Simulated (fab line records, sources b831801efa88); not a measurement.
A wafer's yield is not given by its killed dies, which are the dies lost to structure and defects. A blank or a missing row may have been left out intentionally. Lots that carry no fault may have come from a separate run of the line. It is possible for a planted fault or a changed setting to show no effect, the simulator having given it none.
Chamber matching / flow sfq_line / 4 sister chambers for SFQ_TRILAYER_I5_BARC_OPEN_VIA_ETCH_200 on rie_diel-01
The step etches BARC in O2, target depth 125 nm, time 41.7 s. 14 wafers are shown with their chamber, then 7 later ones without.

WAFERS PAIRED WITH THEIR CHAMBERS
wafer=L417.4; chamber=1; oes_product_au (a.u.)=0.684
wafer=L417.5; chamber=3; oes_product_au (a.u.)=0.687
wafer=L417.6; chamber=0; oes_product_au (a.u.)=0.683
wafer=L418.3; chamber=2; oes_product_au (a.u.)=0.679
wafer=L418.4; chamber=1; oes_product_au (a.u.)=0.685
wafer=L418.5; chamber=1; oes_product_au (a.u.)=0.686
wafer=L419.3; chamber=1; oes_product_au (a.u.)=0.684
wafer=L419.4; chamber=3; oes_product_au (a.u.)=0.685
wafer=L419.6; chamber=0; oes_product_au (a.u.)=0.685
wafer=L422.2; chamber=1; oes_product_au (a.u.)=0.692
wafer=L422.5; chamber=3; oes_product_au (a.u.)=0.681
wafer=L422.6; chamber=2; oes_product_au (a.u.)=0.687
wafer=L423.1; chamber=0; oes_product_au (a.u.)=0.688
wafer=L423.2; chamber=1; oes_product_au (a.u.)=0.685

SIGNATURES (averages over the wafers above)
reading=oes_product_au; chamber 0=0.68533; chamber 1=0.68600; chamber 2=0.68300; chamber 3=0.68433; scatter within a chamber=0.00331
Rule: a wafer's distance from a chamber is the root of the sum, over the readings, of the square of ((its reading less the chamber's mean) divided by the reading's scatter). If the next closest chamber is less than 2 further off than the closest, the wafer can't be placed; otherwise it belongs to the closest. The scatter is the square root of a quotient: the sum, over the shown wafers, of each reading's squared deviation from its chamber's mean, divided by wafers minus chambers.

WAFERS WITHOUT THEIR CHAMBER
wafer=L423.5; oes_product_au (a.u.)=0.693
wafer=L425.2; oes_product_au (a.u.)=0.683
wafer=L425.3; oes_product_au (a.u.)=0.687
wafer=L425.4; oes_product_au (a.u.)=0.683
wafer=L433.4; oes_product_au (a.u.)=0.685
wafer=L433.5; oes_product_au (a.u.)=0.682
wafer=L433.6; oes_product_au (a.u.)=0.687

CHAMBER TAKEN BY EACH
wafer=L423.5; from the rows above=can't be placed: 1 or 0 or 3 or 2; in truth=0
wafer=L425.2; from the rows above=can't be placed: 2 or 3 or 0 or 1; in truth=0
wafer=L425.3; from the rows above=can't be placed: 1 or 0 or 3 or 2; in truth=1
wafer=L425.4; from the rows above=can't be placed: 2 or 3 or 0 or 1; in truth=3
wafer=L433.4; from the rows above=can't be placed: 0 or 3 or 1 or 2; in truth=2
wafer=L433.5; from the rows above=can't be placed: 2 or 3 or 0 or 1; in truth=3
wafer=L433.6; from the rows above=can't be placed: 1 or 0 or 3 or 2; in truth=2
0 of 7 placed correctly. Cannot be placed on the basis of these rows: 7; the candidates contain the true chamber in 7. Wrongly placed: 0.
